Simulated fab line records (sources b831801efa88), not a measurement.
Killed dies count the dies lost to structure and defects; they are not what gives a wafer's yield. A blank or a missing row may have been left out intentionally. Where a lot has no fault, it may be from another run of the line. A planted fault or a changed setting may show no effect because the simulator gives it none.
Shared-tool check -- flow gf180mcu -- 13 lots, 39 wafers sampled

## REASON IT WAS OPENED
At GF_SALICIDE_RS_MEAS_04 the reading SALICIDE_TIN_RS is flagged on 2 of 13 lots. No-fault wafers: 16.49 ohm/sq, standard deviation 0.29.
Rule: flag the lot when none of its wafers has a number, or when each of its wafers that has one lies beyond 4 standard deviations from that mean. All remaining lots are regarded as sound.

lot,measured,on,"SALICIDE_TIN_RS (ohm/sq), wafer by wafer",flag
L161,day 16 12:35,filmMetro-02,16.50 15.97 16.08,
L162,day 16 21:30,filmMetro-01,16.00 16.14 15.83,
L164,day 17 09:03,filmMetro-03,16.78 16.88 16.52,
L165,day 17 16:37,filmMetro-01,16.32 16.65 16.53,
L166,day 18 00:25,filmMetro-03,16.54 16.57 16.41,
L167,day 18 04:30,filmMetro-01,16.41 16.44 16.50,
L169,day 19 08:09,filmMetro-02,16.64 16.58 16.56,
L173,day 20 18:24,filmMetro-01,28.37 27.83 27.57,FLAGGED
L174,day 20 22:24,filmMetro-03,27.93 27.90 27.84,FLAGGED
L178,day 22 07:17,filmMetro-01,16.60 16.24 16.50,
L179,day 22 17:15,filmMetro-03,16.23 16.48 16.59,
L180,day 22 21:57,filmMetro-02,16.34 16.39 16.09,
L181,day 23 06:16,filmMetro-03,16.18 16.38 16.18,
The mean of the flagged lots' numbers is 27.91 ohm/sq, +11.42 ohm/sq from the usual (+39 standard deviations).

## TOOL THAT RAN EACH LOT
The record holds 1 process step before the reading, out of a route of 602 steps. In each cell: the tool, then ch and the chambers that the sampled wafers went through, then the start.
lot,flag,GF_SALICIDE_SPUTTER_03
L161,,"pvdSputter-01, day 16 12:34"
L162,,"pvdSputter-01, day 16 21:29"
L164,,"pvdSputter-02, day 17 08:59"
L165,,"pvdSputter-02, day 17 16:32"
L166,,"pvdSputter-02, day 18 00:22"
L167,,"pvdSputter-02, day 18 04:28"
L169,,"pvdSputter-02, day 19 08:07"
L173,FLAGGED,"pvdSputter-02, day 20 18:22"
L174,FLAGGED,"pvdSputter-02, day 20 22:22"
L178,,"pvdSputter-02, day 22 07:15"
L179,,"pvdSputter-02, day 22 17:13"
L180,,"pvdSputter-01, day 22 21:54"
L181,,"pvdSputter-04, day 23 06:12"
What these steps do:
- GF_SALICIDE_SPUTTER_03: material TiN, target thk 20 nm, time 16.7 s.
- GF_SALICIDE_RS_MEAS_04: measures by four-point-probe.

## FLAGGED AGAINST TOTAL, ONE TOOL AT A TIME (gauges that did the reading follow at the end)
step,tool,lots run,flagged,share of the flagged lots,sound lots run after its first flagged lot
GF_SALICIDE_SPUTTER_03,pvdSputter-01,3,0,none,-
GF_SALICIDE_SPUTTER_03,pvdSputter-02,9,2,all,"2 (L178,L179)"
GF_SALICIDE_SPUTTER_03,pvdSputter-04,1,0,none,-
GF_SALICIDE_RS_MEAS_04,filmMetro-01,5,1,some,1 (L178)
GF_SALICIDE_RS_MEAS_04,filmMetro-02,3,0,none,-
GF_SALICIDE_RS_MEAS_04,filmMetro-03,5,1,some,"2 (L179,L181)"

## WHAT IS ALLOWED BY THE TABLE
In the table, 1 row covers all flagged lots: pvdSputter-02 at GF_SALICIDE_SPUTTER_03.
- pvdSputter-02 at GF_SALICIDE_SPUTTER_03: 2 of its 9 lots flagged. Sound lots ran on it after the first flagged one (L178, L179), which a lasting fault on the whole tool wouldn't allow. On the flagged lots its readings are blank where sound lots have values: cathodeDcPowerW, chamberPressurePa, throttleValvePct.
Not one row of the table ran every flagged lot while running no sound lot after the first.

## WHAT THE SIMULATOR HAD PUT IN
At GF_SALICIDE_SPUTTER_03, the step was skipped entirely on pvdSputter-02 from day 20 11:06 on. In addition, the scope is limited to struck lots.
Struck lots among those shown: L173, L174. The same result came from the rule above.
